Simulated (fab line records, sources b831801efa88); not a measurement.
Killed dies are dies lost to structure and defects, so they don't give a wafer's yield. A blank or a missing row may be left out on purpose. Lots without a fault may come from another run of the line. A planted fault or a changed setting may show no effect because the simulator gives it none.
fab line records | flow gf180mcu | part 1 of 2: steps 1 to 22 of 32
record lots=5 wafers=15 last_day=33
route steps=602 shown HV_LDD@230 NSD@235 PSD@248
lots that met no fault: from a run of the same line without faults
start_h: hours from the record's first day to the start of the lot's first wafer shown | wait_h: hours since the lot's step before | " the same as in the row above | L1.1+2: a row that stands for several wafers | - no value, or no start given | * or withheld: withheld | < > ~ a bound
route shown NAME@n: a module of which the file shows steps, and the number in the route of the first | usual: mean/standard deviation of fault-free wafers | same: alike in all rows | chamber/n: place in a boat | sites: the reading at each site | _std_site: their standard deviation | _edge_site: outer sites' mean less inner sites' | radius_mm: how far each site lies from the wafer's centre | mask NAME#n: copy n | behind: the tool/chamber that last shaped the wafer | hold: why the lot was held/for how many hours/how that ended | device: the transistor (n, p or np) that didn't switch | end of line: the same wafers' tests at the end of the route | a step without rows: its recipe alone | killed: dies lost to structure and defects at the first sort, not the wafer's yield | map: a wafer's dies, x killed, . not, _ none there
set.NAME: the setting as run; set.NAME@STEP: as run at that earlier step | model.NAME: the simulator's own value behind a step, which no gauge read
lots at some steps of the route; a table a step, a row a wafer
services: from which hour (start_h, from the record's first day; less than 0 if before it) a tool's chamber was out of use, for how many hours, and why
## steps
# step GF_HV_LDD_CVD_54
# recipe material=SiO2 target_thk_nm=10 precursor=TEOS temp_c=680 time_s=75 pressure_mtorr=400
# usual pressure_mtorr=399.9/0.79 susceptor_temp_C=680.0/0.33
# columns lot.wafer tool chamber start_h wait_h pressure_mtorr susceptor_temp_C
L074.1 lpcvd-01 0 279.91 0.1 401.0 680.5
L074.3 " 0 " " 401.2 680.4
L074.5 " 0 " " 400.3 680.4
L079.2 lpcvd-01 1 314.13 0.3 400.1 680.4
L079.4 " 1 " " 400.5 680.1
L079.5 " 1 " " 399.8 680.1
L085.2 lpcvd-01 1 363.32 0.1 399.6 680.1
L085.4 " 1 " " 398.5 679.6
L085.5 " 1 " " 399.1 679.6
L089.1 lpcvd-02 1 397.67 0.1 400.0 680.0
L089.5 " 1 " " 399.6 680.0
L089.6 " 1 " " 399.5 679.5
L093.3 lpcvd-01 1 425.05 0.1 401.1 680.3
L093.4 " 1 " " 400.6 679.8
L093.6 " 1 " " 400.7 680.3
# step GF_HV_LDD_THK_MEAS_55
# recipe reads=SiO2_of_HV_LDD_CVD_54
# usual HV_LDD_CVD_54_THK=10.06/0.14
# columns lot.wafer tool chamber start_h wait_h HV_LDD_CVD_54_THK[nm]
L074.1 film_metro-01 - 280.93 0.0 10.29
L074.3 " - " " 10.16
L074.5 " - " " 10.18
L079.2 film_metro-02 - 315.16 0.0 9.81
L079.4 " - " " 9.64
L079.5 " - " " 9.91
L085.2 film_metro-02 - 364.35 0.0 10.08
L085.4 " - " " 9.95
L085.5 " - " " 10.06
L089.1 film_metro-02 - 398.69 0.0 9.86
L089.5 " - " " 9.97
L089.6 " - " " 9.89
L093.3 film_metro-02 - 426.09 0.0 10.02
L093.4 " - " " 10.04
L093.6 " - " " 9.99
# step GF_HV_LDD_CVD_56
# recipe material=Si3N4 precursor=DCS/NH3 target_thk_nm=90 temp_c=770 time_s=1543 pressure_mtorr=250
# usual pressure_mtorr=250.0/0.52 susceptor_temp_C=770.0/0.31
# columns lot.wafer tool chamber start_h wait_h pressure_mtorr susceptor_temp_C
L074.1 lpcvd-02 0 280.99 0.1 250.0 770.0
L074.3 " 0 " " 250.9 770.5
L074.5 " 0 " " 250.1 770.0
L079.2 lpcvd-02 1 315.21 0.0 251.0 769.1
L079.4 " 1 " " 250.2 769.8
L079.5 " 1 " " 249.6 769.5
L085.2 lpcvd-01 0 364.40 0.0 249.6 769.9
L085.4 " 0 " " 250.3 770.3
L085.5 " 0 " " 250.1 769.9
L089.1 lpcvd-02 0 398.75 0.1 250.0 770.3
L089.5 " 0 " " 250.6 770.2
L089.6 " 0 " " 249.4 769.8
L093.3 lpcvd-01 1 426.13 0.0 249.5 769.9
L093.4 " 1 " " 249.5 770.0
L093.6 " 1 " " 250.1 770.0
# step GF_HV_LDD_THK_MEAS_57
# recipe reads=Si3N4_of_HV_LDD_CVD_56
# usual HV_LDD_CVD_56_THK=90.1/1
# columns lot.wafer tool chamber start_h wait_h HV_LDD_CVD_56_THK[nm]
L074.1 film_metro-03 - 282.42 0.0 90.9
L074.3 " - " " 90.5
L074.5 " - " " 90.8
L079.2 film_metro-01 - 316.65 0.0 90.0
L079.4 " - " " 89.3
L079.5 " - " " 89.5
L085.2 film_metro-02 - 365.84 0.0 92.6
L085.4 " - " " 92.9
L085.5 " - " " 92.4
L089.1 film_metro-01 - 400.17 0.0 90.1
L089.5 " - " " 89.5
L089.6 " - " " 90.0
L093.3 film_metro-01 - 427.58 0.0 89.2
L093.4 " - " " 89.8
L093.6 " - " " 89.6
# step GF_HV_LDD_ETCHBACK_58
# recipe chemistry=CH3F/O2 target=Si3N4 stop_on=SiO2 source_w=400 bias_w=80 pressure_mtorr=25 ch3f_flow_sccm=40 O2_flow_sccm=30 time_s=100 target_depth_a=900
# usual drypump_motor_current_A=5.9/0.49 oes_product_au=0.843/0.0071 throttle_valve_pct=10.560/0.0095
# columns lot.wafer tool chamber start_h wait_h drypump_motor_current_A oes_product_au rf_hours_counter_h throttle_valve_pct
L074.1 rie_diel-01 2 282.48 0.1 4.8 0.854 48 10.552
L074.3 " 3 " " 6.1 0.847 3 10.551
L074.5 " 2 " " 4.8 0.848 - 10.542
L079.2 rie_diel-01 3 316.70 0.0 6.1 0.830 4 10.555
L079.4 " 0 " " 5.6 0.836 3 10.561
L079.5 " 1 " " 6.0 0.843 - 10.561
L085.2 rie_diel-01 0 365.89 0.0 5.6 0.852 4 10.563
L085.4 " 2 " " 4.8 0.859 50 10.572
L085.5 " 0 " " 5.6 0.857 - 10.566
L089.1 rie_diel-04 2 400.23 0.1 6.5 0.847 20 10.576
L089.5 " 1 " " 6.4 0.829 - 10.538
L089.6 " 0 " " 6.5 0.843 - 10.553
L093.3 rie_diel-01 0 427.62 0.0 5.6 0.836 6 10.564
L093.4 " 1 " " 6.0 0.840 22 10.561
L093.6 " 0 " " 5.6 0.842 - 10.559
# step GF_NSD_DEHYDRATE_00
# recipe temp_c=200 time_s=60
# usual chill_plate_temp_C=23.02/0.088 exhaust_pa=45.0/0.88
# columns lot.wafer tool chamber start_h wait_h chill_plate_temp_C exhaust_pa
L074.1 litho_track-01 0 291.67 9.2 22.89 44.6
L074.3 " 0 " " 23.08 45.1
L074.5 " 0 " " 23.03 46.5
L079.2 litho_track-01 0 325.90 9.2 23.14 43.4
L079.4 " 0 " " 23.04 45.0
L079.5 " 0 " " 23.01 45.5
L085.2 litho_track-01 0 377.05 11.1 23.10 43.5
L085.4 " 0 " " 22.96 44.7
L085.5 " 0 " " 22.99 44.0
L089.1 litho_track-01 0 411.47 11.2 23.12 43.6
L089.5 " 0 " " 23.25 44.8
L089.6 " 0 " " 23.12 44.3
L093.3 litho_track-01 0 438.37 10.7 23.17 45.8
L093.4 " 0 " " 23.00 44.7
L093.6 " 0 " " 22.95 45.1
# step GF_NSD_HMDS_01
# recipe prime_time_s=60 prime_temp_c=120
# usual chill_plate_temp_C=22.99/0.11 exhaust_pa=44.9/0.74
# columns lot.wafer tool chamber start_h wait_h chill_plate_temp_C exhaust_pa
L074.1 litho_track-01 0 291.82 0.1 22.93 45.0
L074.3 " 0 " " 22.92 45.2
L074.5 " 0 " " 23.08 44.2
L079.2 litho_track-01 0 326.05 0.1 23.08 44.5
L079.4 " 0 " " 23.09 45.5
L079.5 " 0 " " 23.12 44.5
L085.2 litho_track-01 0 377.20 0.1 23.07 44.1
L085.4 " 0 " " 22.97 45.2
L085.5 " 0 " " 22.89 45.5
L089.1 litho_track-01 0 411.62 0.1 23.17 44.5
L089.5 " 0 " " 22.94 45.0
L089.6 " 0 " " 22.88 44.1
L093.3 litho_track-01 0 438.52 0.1 22.98 44.7
L093.4 " 0 " " 22.82 45.8
L093.6 " 0 " " 22.95 45.0
# step GF_NSD_COAT_02
# recipe resist=NOVOLAK spin_rpm=3000 resist_thk_nm=1000
# usual chill_plate_temp_C=23.01/0.098 exhaust_pa=45.2/0.92
# same dispense_pressure_kPa=43
# columns lot.wafer tool chamber start_h wait_h chill_plate_temp_C exhaust_pa
L074.1 litho_track-01 0 291.97 0.1 23.02 46.1
L074.3 " 0 " " 23.12 45.5
L074.5 " 0 " " 23.00 45.6
L079.2 litho_track-01 0 326.20 0.1 22.99 43.7
L079.4 " 0 " " 22.99 45.2
L079.5 " 0 " " 22.82 46.0
L085.2 litho_track-01 0 377.35 0.1 23.10 43.3
L085.4 " 0 " " 22.92 44.3
L085.5 " 0 " " 22.90 45.0
L089.1 litho_track-01 0 411.77 0.1 23.01 44.7
L089.5 " 0 " " 23.02 45.9
L089.6 " 0 " " 23.05 44.8
L093.3 litho_track-01 0 438.67 0.1 23.20 43.8
L093.4 " 0 " " 23.10 45.8
L093.6 " 0 " " 23.19 44.7
# step GF_NSD_SOFTBAKE_03
# recipe temp_c=90 time_s=60 resist=NOVOLAK
# usual chill_plate_temp_C=23.00/0.11 exhaust_pa=45.1/0.8
# columns lot.wafer tool chamber start_h wait_h chill_plate_temp_C exhaust_pa
L074.1 litho_track-01 0 292.12 0.1 23.01 44.4
L074.3 " 0 " " 22.90 44.8
L074.5 " 0 " " 22.94 44.9
L079.2 litho_track-01 0 326.35 0.1 22.76 43.9
L079.4 " 0 " " 22.56 44.3
L079.5 " 0 " " 22.76 44.0
L085.2 litho_track-01 0 377.50 0.1 23.09 46.7
L085.4 " 0 " " 23.16 46.8
L085.5 " 0 " " 23.05 45.8
L089.1 litho_track-01 0 411.92 0.1 22.88 45.4
L089.5 " 0 " " 23.04 44.8
L089.6 " 0 " " 22.88 45.6
L093.3 litho_track-01 0 438.82 0.1 22.97 45.0
L093.4 " 0 " " 23.11 44.9
L093.6 " 0 " " 23.03 45.6
# step GF_NSD_EXPOSE_04
# recipe mask_id=Nplus target_cd_nm=400 na=0.6 source_shape=conventional sigma_outer=0.6 dose_mj=140
# usual focus_offset_nm=0.0/0.54
# columns lot.wafer tool chamber start_h wait_h mask focus_offset_nm
L074.1 iline_stepper-02 0 - - Nplus#0 0.0
L074.3 " 0 " " Nplus#0 -0.1
L074.5 " 0 " " Nplus#0 -0.9
L079.2 iline_stepper-01 0 - - Nplus#0 0.9
L079.4 " 0 " " Nplus#0 0.7
L079.5 " 0 " " Nplus#0 0.5
L085.2 iline_stepper-02 0 - - Nplus#0 0.3
L085.4 " 0 " " Nplus#0 0.7
L085.5 " 0 " " Nplus#0 1.0
L089.1 iline_stepper-01 0 - - Nplus#0 0.9
L089.5 " 0 " " Nplus#0 1.0
L089.6 " 0 " " Nplus#0 0.3
L093.3 iline_stepper-01 0 - - Nplus#0 -0.4
L093.4 " 0 " " Nplus#0 0.6
L093.6 " 0 " " Nplus#0 -1.5
# step GF_NSD_PEB_05
# recipe temp_c=withheld time_s=* resist=NOVOLAK
# usual chill_plate_temp_C=* exhaust_pa=44.9/0.97
# columns lot.wafer tool chamber start_h wait_h chill_plate_temp_C exhaust_pa
L074.1 litho_track-04 0 - - * 44.9
L074.3 " 0 " " * 43.3
L074.5 " 0 " " * 43.7
L079.2 litho_track-01 0 - - * 43.2
L079.4 " 0 " " * 45.6
L079.5 " 0 " " * 43.7
L085.2 litho_track-01 0 - - * 44.3
L085.4 " 0 " " * 44.7
L085.5 " 0 " " * 46.0
L089.1 litho_track-01 0 - - * 45.1
L089.5 " 0 " " * 44.1
L089.6 " 0 " " * 44.7
L093.3 litho_track-02 0 - - * 45.1
L093.4 " 0 " " * 45.4
L093.6 " 0 " " * 45.6
# step GF_NSD_DEVELOP_06
# recipe develop_time_s=60 dev_temp_c=23
# usual chill_plate_temp_C=23.03/0.097 exhaust_pa=45.0/0.97
# columns lot.wafer tool chamber start_h wait_h chill_plate_temp_C exhaust_pa
L074.1 litho_track-04 0 301.84 0.1 22.94 43.0
L074.3 " 0 " " 22.85 44.2
L074.5 " 0 " " 23.01 44.4
L079.2 litho_track-01 0 336.95 0.1 23.02 44.7
L079.4 " 0 " " 23.06 45.4
L079.5 " 0 " " 23.10 46.5
L085.2 litho_track-01 0 388.10 0.1 22.93 45.9
L085.4 " 0 " " 23.09 46.5
L085.5 " 0 " " 23.03 46.5
L089.1 litho_track-01 0 423.57 0.1 23.08 45.2
L089.5 " 0 " " 23.21 44.5
L089.6 " 0 " " 23.00 45.0
L093.3 litho_track-02 0 451.30 0.1 23.13 46.0
L093.4 " 0 " " 23.17 46.3
L093.6 " 0 " " 22.98 45.0
# step GF_NSD_CD_MEAS_07
# recipe target_cd_nm=400
# usual cd_nm=399.7/1.9
# columns lot.wafer tool chamber start_h wait_h cd_nm
L074.1 cd_sem-02 - 301.99 0.1 397.3
L074.3 " - " " 397.4
L074.5 " - " " 394.9
L079.2 cd_sem-01 - 337.09 0.1 401.8
L079.4 " - " " 402.5
L079.5 " - " " 399.2
L085.2 cd_sem-01 - 388.24 0.1 401.1
L085.4 " - " " 402.1
L085.5 " - " " 401.2
L089.1 cd_sem-01 - 423.72 0.1 399.8
L089.5 " - " " 399.5
L089.6 " - " " 400.3
L093.3 cd_sem-02 - 451.44 0.1 401.1
L093.4 " - " " 399.7
L093.6 " - " " 400.1
# step GF_NSD_OVL_MEAS_08
# usual NSD_OVL=0.4/1.3
# columns lot.wafer tool chamber start_h wait_h NSD_OVL[nm]
L074.1 overlay-02 - 302.11 0.1 0.1
L074.3 " - " " 0.8
L074.5 " - " " 1.5
L079.2 overlay-02 - 337.20 0.1 1.2
L079.4 " - " " 0.7
L079.5 " - " " 1.1
L085.2 overlay-01 - 388.35 0.1 -0.6
L085.4 " - " " -0.4
L085.5 " - " " -0.4
L089.1 overlay-02 - 423.84 0.1 0.6
L089.5 " - " " 0.1
L089.6 " - " " -0.7
L093.3 overlay-01 - 451.53 0.1 1.1
L093.4 " - " " 1.0
L093.6 " - " " 0.0
# step GF_NSD_IMPLANT_09
# recipe species=As energy_kev=60 dose_cm2=4e+15 tilt_deg=7
# usual beam_on_s=16.9/0.79
# columns lot.wafer tool chamber start_h wait_h beam_on_s
L074.1 implanter-01 0 302.15 0.0 16.8
L074.3 " 0 " " 16.5
L074.5 " 0 " " 16.9
L079.2 implanter-04 0 337.25 0.0 15.9
L079.4 " 0 " " 15.4
L079.5 " 0 " " 15.9
L085.2 implanter-02 0 388.40 0.0 18.0
L085.4 " 0 " " 17.4
L085.5 " 0 " " 17.8
L089.1 implanter-01 0 423.88 0.0 17.3
L089.5 " 0 " " 17.5
L089.6 " 0 " " 16.6
L093.3 implanter-02 0 451.61 0.1 17.6
L093.4 " 0 " " 17.7
L093.6 " 0 " " 17.0
# step GF_NSD_IMPLANT_10
# recipe species=P energy_kev=40 dose_cm2=5e+14 tilt_deg=7
# usual beam_on_s=10.02/0.21
# columns lot.wafer tool chamber start_h wait_h beam_on_s
L074.1 implanter-01 0 302.30 0.1 9.69
L074.3 " 0 " " 9.97
L074.5 " 0 " " 10.59
L079.2 implanter-04 0 337.40 0.1 10.19
L079.4 " 0 " " 9.94
L079.5 " 0 " " 9.79
L085.2 implanter-02 0 388.55 0.1 10.20
L085.4 " 0 " " 9.85
L085.5 " 0 " " 10.09
L089.1 implanter-01 0 424.03 0.1 9.71
L089.5 " 0 " " 10.04
L089.6 " 0 " " 10.10
L093.3 implanter-02 0 451.76 0.1 10.20
L093.4 " 0 " " 9.76
L093.6 " 0 " " 10.12
# step GF_NSD_STRIP_11
# recipe chemistry=O2/N2 power_w=1400 pressure_mtorr=1500 platen_temp_c=250 o2_flow_sccm=3000 n2_flow_sccm=300 overash_fraction=0.5
# usual drypump_motor_current_A=5.72/0.23 heater_power_w=327/36 oes_product_au=0.487/0.0046 strip_time_to_endpoint_s=22.96/0.036
# columns lot.wafer tool chamber start_h wait_h drypump_motor_current_A heater_power_w oes_product_au rf_hours_counter_h strip_time_to_endpoint_s
L074.1 plasma_asher-03 0 302.45 0.1 5.74 283 0.485 65 22.96
L074.3 " 1 " " 5.40 361 0.492 - 22.96
L074.5 " 1 " " 5.42 354 0.495 - 22.98
L079.2 plasma_asher-01 0 337.53 0.1 5.70 289 0.491 23 23.00
L079.4 " 1 " " 5.57 387 0.490 - 22.99
L079.5 " 1 " " 5.60 392 0.493 - 23.00
L085.2 plasma_asher-03 1 388.68 0.1 5.44 356 0.484 73 22.94
L085.4 " 1 " " 5.45 347 0.484 - 22.96
L085.5 " 0 " " 5.75 288 0.491 - 22.96
L089.1 plasma_asher-03 1 424.18 0.1 5.44 354 0.488 77 22.89
L089.5 " 0 " " 5.75 293 0.481 - 22.94
L089.6 " 1 " " 5.41 349 0.490 - 22.93
L093.3 plasma_asher-04 0 451.89 0.1 6.10 308 0.482 - 22.97
L093.4 " 1 " " 6.02 332 0.483 - 22.98
L093.6 " 1 " " 6.00 330 0.489 - 22.95
# step GF_NSD_TW_MEAS_12
# usual NSD_TW=4240/42
# columns lot.wafer tool chamber start_h wait_h NSD_TW
L074.1 film_metro-04 - 302.55 0.1 4236
L074.3 " - " " 4228
L074.5 " - " " 4253
L079.2 film_metro-01 - 337.64 0.1 4313
L079.4 " - " " 4289
L079.5 " - " " 4312
L085.2 film_metro-04 - 388.79 0.1 4234
L085.4 " - " " 4212
L085.5 " - " " 4196
L089.1 film_metro-04 - 424.28 0.1 4186
L089.5 " - " " 4177
L089.6 " - " " 4189
L093.3 film_metro-03 - 451.98 0.1 4209
L093.4 " - " " 4189
L093.6 " - " " 4184
# step GF_PSD_DEHYDRATE_00
# recipe temp_c=200 time_s=60
# usual chill_plate_temp_C=23.02/0.11 exhaust_pa=44.9/1
# columns lot.wafer tool chamber start_h wait_h chill_plate_temp_C exhaust_pa
L074.1 litho_track-03 0 311.56 9.0 22.89 45.3
L074.3 " 0 " " 23.00 43.3
L074.5 " 0 " " 22.80 44.0
L079.2 litho_track-04 0 347.57 9.9 23.10 45.3
L079.4 " 0 " " 23.09 46.8
L079.5 " 0 " " 23.24 46.0
L085.2 litho_track-01 0 399.80 11.0 23.07 44.6
L085.4 " 0 " " 22.93 44.2
L085.5 " 0 " " 22.87 44.5
L089.1 litho_track-01 0 435.82 11.5 22.98 45.7
L089.5 " 0 " " 22.96 44.6
L089.6 " 0 " " 23.05 46.6
L093.3 litho_track-04 0 463.54 11.6 23.19 44.7
L093.4 " 0 " " 23.02 44.9
L093.6 " 0 " " 22.93 44.0
# step GF_PSD_HMDS_01
# recipe prime_time_s=60 prime_temp_c=120
# usual chill_plate_temp_C=23.01/0.11 exhaust_pa=45.1/0.94
# columns lot.wafer tool chamber start_h wait_h chill_plate_temp_C exhaust_pa
L074.1 litho_track-03 0 311.71 0.1 23.01 45.0
L074.3 " 0 " " 22.97 44.8
L074.5 " 0 " " 23.16 44.9
L079.2 litho_track-04 0 347.72 0.1 22.86 44.9
L079.4 " 0 " " 23.00 44.8
L079.5 " 0 " " 22.97 44.7
L085.2 litho_track-01 0 399.95 0.1 23.10 45.6
L085.4 " 0 " " 23.09 44.8
L085.5 " 0 " " 23.24 43.4
L089.1 litho_track-01 0 435.97 0.1 22.75 46.3
L089.5 " 0 " " 22.93 44.1
L089.6 " 0 " " 23.00 43.4
L093.3 litho_track-04 0 463.69 0.1 23.05 44.8
L093.4 " 0 " " 23.07 45.5
L093.6 " 0 " " 22.99 45.2
# step GF_PSD_COAT_02
# recipe resist=NOVOLAK spin_rpm=2956 resist_thk_nm=1000
# usual chill_plate_temp_C=22.98/0.11 dispense_pressure_kPa=50/6 exhaust_pa=44.9/0.9
# columns lot.wafer tool chamber start_h wait_h chill_plate_temp_C dispense_pressure_kPa exhaust_pa
L074.1 litho_track-03 0 311.86 0.1 22.85 55 46.3
L074.3 " 0 " " 22.71 55 44.9
L074.5 " 0 " " 23.01 55 46.2
L079.2 litho_track-04 0 347.87 0.1 23.01 55 44.7
L079.4 " 0 " " 23.11 55 43.8
L079.5 " 0 " " 22.93 55 44.7
L085.2 litho_track-01 0 400.10 0.1 23.17 43 45.5
L085.4 " 0 " " 23.07 43 45.1
L085.5 " 0 " " 23.18 43 44.9
L089.1 litho_track-01 0 436.12 0.1 23.29 43 43.8
L089.5 " 0 " " 23.21 43 43.9
L089.6 " 0 " " 23.09 43 44.8
L093.3 litho_track-04 0 463.84 0.1 23.11 55 45.1
L093.4 " 0 " " 22.87 55 45.1
L093.6 " 0 " " 23.04 55 46.2
# step GF_PSD_SOFTBAKE_03
# recipe temp_c=90 time_s=60 resist=NOVOLAK
# usual chill_plate_temp_C=23.00/0.12 exhaust_pa=45.0/0.79
# columns lot.wafer tool chamber start_h wait_h chill_plate_temp_C exhaust_pa
L074.1 litho_track-03 0 312.01 0.1 23.08 45.5
L074.3 " 0 " " 22.95 45.8
L074.5 " 0 " " 23.16 46.3
L079.2 litho_track-04 0 348.02 0.1 23.11 45.8
L079.4 " 0 " " 23.09 44.5
L079.5 " 0 " " 22.91 45.1
L085.2 litho_track-01 0 400.25 0.1 23.06 44.9
L085.4 " 0 " " 22.96 45.0
L085.5 " 0 " " 22.97 44.4
L089.1 litho_track-01 0 436.27 0.1 23.11 45.1
L089.5 " 0 " " 23.21 45.2
L089.6 " 0 " " 23.19 44.4
L093.3 litho_track-04 0 463.99 0.1 22.85 44.2
L093.4 " 0 " " 22.89 45.0
L093.6 " 0 " " 23.12 44.1
